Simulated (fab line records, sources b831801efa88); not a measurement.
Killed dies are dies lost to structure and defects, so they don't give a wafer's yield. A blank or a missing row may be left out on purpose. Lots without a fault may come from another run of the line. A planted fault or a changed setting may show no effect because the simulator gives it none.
Which tool did it? | flow gf180mcu | 10 lots, 30 wafers sampled, at 6 steps of a route of 602

WHAT THE GAUGES READ, wafer by wafer
GF_HV_LDD_TW_MEAS_38.
lot  | measured     | on            | HV_LDD_3_TW
L701 | day 12 21:28 | film_metro-04 | 1465 1468 1461
L704 | day 13 03:35 | film_metro-04 | 1456 1459 1452
L703 | day 13 07:17 | film_metro-04 | 1556 1552 1543 1554 1554 1560
L705 | day 13 12:37 | film_metro-03 | 1569 1565 1562 1562 1569 1564
L713 | day 16 14:25 | film_metro-04 | 1461 1460 1463
L714 | day 16 16:40 | film_metro-03 | 1454 1451 1452
L715 | day 17 03:49 | film_metro-03 | 1459 1459 1453
L716 | day 17 05:03 | film_metro-01 | 1439 1433 1442
L717 | day 17 13:11 | film_metro-03 | 1462 1455 1450
L720 | day 18 13:47 | film_metro-03 | 1453 1458 1448

GF_HV_LDD_RS_MEAS_53: measures by four-point-probe.
lot  | measured     | on            | HV_LDD_RS (ohm/sq)
L701 | day 13 18:08 | film_metro-01 | 419.5 419.0 419.1
L704 | day 14 01:02 | film_metro-01 | 419.1 418.8 418.9
L703 | day 14 03:58 | film_metro-03 | 401.9 402.5 402.8 402.5 402.8 402.6
L705 | day 14 08:59 | film_metro-03 | 403.2 402.8 403.8 402.3 402.5 403.5
L713 | day 17 13:13 | film_metro-04 | 418.4 419.1 418.6
L714 | day 17 15:12 | film_metro-01 | 419.5 419.2 420.5
L715 | day 18 02:38 | film_metro-01 | 417.9 419.5 419.0
L716 | day 18 03:32 | film_metro-04 | 419.7 419.7 418.5
L717 | day 18 12:16 | film_metro-03 | 418.9 419.6 419.2
L720 | day 19 12:43 | film_metro-03 | 417.4 418.3 417.6

WHICH TOOL RAN EACH LOT (tool, then ch and the chambers of the sampled wafers, then the start)
lot  | GF_HV_LDD_STRIP_22                   | GF_HV_LDD_IMPLANT_35            | GF_HV_LDD_STRIP_37                   | GF_HV_LDD_STRIP_49
L701 | plasma_asher-02 ch 0,1, day 12 01:26 | implanter-03 ch 0, day 12 21:04 | plasma_asher-04 ch 0,1, day 12 21:21 | plasma_asher-02 ch 0,1, day 13 17:50
L704 | plasma_asher-04 ch 0,1, day 12 06:41 | implanter-03 ch 0, day 13 03:11 | plasma_asher-02 ch 0,1, day 13 03:29 | plasma_asher-03 ch 0,1, day 14 00:46
L703 | plasma_asher-02 ch 1, day 12 10:36   | implanter-03 ch 0, day 13 06:53 | plasma_asher-04 ch 0,1, day 13 07:11 | plasma_asher-04 ch 0,1, day 14 03:41
L705 | plasma_asher-04 ch 1, day 12 15:30   | implanter-03 ch 0, day 13 12:13 | plasma_asher-04 ch 0,1, day 13 12:31 | plasma_asher-04 ch 0, day 14 08:43
L713 | plasma_asher-03 ch 0,1, day 15 16:05 | implanter-03 ch 0, day 16 14:01 | plasma_asher-03 ch 0,1, day 16 14:19 | plasma_asher-03 ch 0,1, day 17 12:56
L714 | plasma_asher-04 ch 0,1, day 15 18:01 | implanter-02 ch 0, day 16 16:16 | plasma_asher-02 ch 0,1, day 16 16:33 | plasma_asher-03 ch 0,1, day 17 14:54
L715 | plasma_asher-03 ch 0,1, day 16 05:35 | implanter-02 ch 0, day 17 03:25 | plasma_asher-03 ch 0,1, day 17 03:43 | plasma_asher-03 ch 0,1, day 18 02:21
L716 | plasma_asher-03 ch 0,1, day 16 07:08 | implanter-03 ch 0, day 17 04:40 | plasma_asher-03 ch 0,1, day 17 04:56 | plasma_asher-02 ch 0,1, day 18 03:14
L717 | plasma_asher-04 ch 0,1, day 16 14:10 | implanter-03 ch 0, day 17 12:47 | plasma_asher-04 ch 0,1, day 17 13:05 | plasma_asher-02 ch 0,1, day 18 11:59
L720 | plasma_asher-02 ch 1, day 17 14:36   | implanter-03 ch 0, day 18 13:23 | plasma_asher-02 ch 0,1, day 18 13:41 | plasma_asher-03 ch 0,1, day 19 12:26
- GF_HV_LDD_STRIP_22: strips in O2/N2.
- GF_HV_LDD_IMPLANT_35
- GF_HV_LDD_STRIP_37: strips in O2/N2.
- GF_HV_LDD_STRIP_49: strips in O2/N2.

WHAT THE TOOLS THEMSELVES READ (means of the sampled wafers that have a number; where no wafer has one, the mark that the record gives instead)
GF_HV_LDD_STRIP_22.
lot  | tool            | drypump_motor_current_A (A) | heater_power_w (W) | n2_flow_sccm (sccm) | oes_product_au (a.u.) | strip_time_to_endpoint_s (s)
L701 | plasma_asher-02 | 5.4                         | 370                | 300.3               | 0.716                 | 12.60
L704 | plasma_asher-04 | 5.9                         | 324                | 300.6               | 0.716                 | 12.60
L703 | plasma_asher-02 | 5.6                         | 302                | 299.6               | 0.718                 | 12.60
L705 | plasma_asher-04 | 5.5                         | 293                | 300.1               | 0.715                 | 12.65
L713 | plasma_asher-03 | 5.5                         | 329                | 300.0               | 0.715                 | 12.66
L714 | plasma_asher-04 | 5.9                         | 328                | 299.3               | 0.718                 | 12.61
L715 | plasma_asher-03 | 5.5                         | 336                | 299.9               | 0.712                 | 12.58
L716 | plasma_asher-03 | 5.5                         | 334                | 300.0               | 0.717                 | 12.59
L717 | plasma_asher-04 | 6.2                         | 355                | 299.5               | 0.714                 | 12.69
L720 | plasma_asher-02 | 5.7                         | 299                | 300.5               | 0.712                 | 12.64

GF_HV_LDD_IMPLANT_35.
lot  | tool         | dose_ions_cm2 | faraday_current_uA
L701 | implanter-03 | 7.497e+12     | 41.7
L704 | implanter-03 | 7.509e+12     | 42.4
L703 | implanter-03 | 1.424e+13     | 80.7
L705 | implanter-03 | 1.425e+13     | 81.4
L713 | implanter-03 | 7.492e+12     | 41.9
L714 | implanter-02 | 7.500e+12     | 42.1
L715 | implanter-02 | 7.496e+12     | 42.4
L716 | implanter-03 | 7.492e+12     | 42.4
L717 | implanter-03 | 7.500e+12     | 41.9
L720 | implanter-03 | 7.502e+12     | 41.6

GF_HV_LDD_STRIP_37.
lot  | tool            | drypump_motor_current_A (A) | heater_power_w (W) | n2_flow_sccm (sccm) | oes_product_au (a.u.) | strip_time_to_endpoint_s (s)
L701 | plasma_asher-04 | 6.2                         | 361                | 299.8               | 0.716                 | 12.61
L704 | plasma_asher-02 | 5.5                         | 335                | 300.3               | 0.713                 | 12.65
L703 | plasma_asher-04 | 5.9                         | 320                | 299.8               | 0.717                 | 12.61
L705 | plasma_asher-04 | 6.2                         | 362                | 300.4               | 0.719                 | 12.61
L713 | plasma_asher-03 | 5.5                         | 330                | 299.1               | 0.715                 | 12.65
L714 | plasma_asher-02 | 5.5                         | 329                | 299.4               | 0.716                 | 12.62
L715 | plasma_asher-03 | 5.5                         | 317                | 299.0               | 0.716                 | 12.62
L716 | plasma_asher-03 | 5.5                         | 336                | 300.0               | 0.716                 | 12.60
L717 | plasma_asher-04 | 6.2                         | 350                | 300.3               | 0.720                 | 12.66
L720 | plasma_asher-02 | 5.4                         | 364                | 299.1               | 0.713                 | 12.68

GF_HV_LDD_STRIP_49.
lot  | tool            | drypump_motor_current_A (A) | heater_power_w (W) | n2_flow_sccm (sccm) | oes_product_au (a.u.) | strip_time_to_endpoint_s (s)
L701 | plasma_asher-02 | 5.4                         | 366                | 299.0               | 0.717                 | 12.642
L704 | plasma_asher-03 | 5.5                         | 316                | 300.4               | 0.717                 | 12.623
L703 | plasma_asher-04 | 6.2                         | 354                | 299.6               | 0.717                 | 12.625
L705 | plasma_asher-04 | 6.6                         | 389                | 300.2               | 0.712                 | 12.607
L713 | plasma_asher-03 | 5.5                         | 331                | 300.2               | 0.717                 | 12.624
L714 | plasma_asher-03 | 5.5                         | 330                | 300.6               | 0.717                 | 12.624
L715 | plasma_asher-03 | 5.5                         | 322                | 299.6               | 0.712                 | 12.628
L716 | plasma_asher-02 | 5.5                         | 334                | 299.7               | 0.715                 | 12.677
L717 | plasma_asher-02 | 5.4                         | 363                | 300.5               | 0.721                 | 12.614
L720 | plasma_asher-03 | 5.5                         | 331                | 299.3               | 0.717                 | 12.624

THE ANSWER, worked out from the rows above alone
Rule: what is usual is taken from the lots themselves. Put in order of their means at a reading, lots are off if they are a third of the lots or fewer, leave a main group of 4 or more, and stand apart from it by a gap of 3 or more times the standard deviation of the main group's means; of several such gaps the widest counts. A main group whose means are all the same, to the digits that the tables above print for the reading, isn't used. A lot without any number at a reading at which 4 lots or more have one is off too. The other lots that the step has rows for count as sound. The gauges are gone through in route order, then the tools' own readings, and for those a lot's mean is taken as printed above. The first step at which some lot is off is used, and at that step the reading that is off furthest; a lot without a number counts as furthest.
Off: L703, L705, at GF_HV_LDD_TW_MEAS_38 (HV_LDD_3_TW). The main group: mean 1455, standard deviation 7.4.
A tool fits if, at a process step before that reading, it ran every lot that is off, and no sound lot after the first of them. The gauges at GF_HV_LDD_TW_MEAS_38 aren't tried: what is off there is off at GF_HV_LDD_IMPLANT_35 too, on other tools, and a gauge's error can't cause that. None of those tried fits.

WHAT THE SIMULATOR HAD PUT IN
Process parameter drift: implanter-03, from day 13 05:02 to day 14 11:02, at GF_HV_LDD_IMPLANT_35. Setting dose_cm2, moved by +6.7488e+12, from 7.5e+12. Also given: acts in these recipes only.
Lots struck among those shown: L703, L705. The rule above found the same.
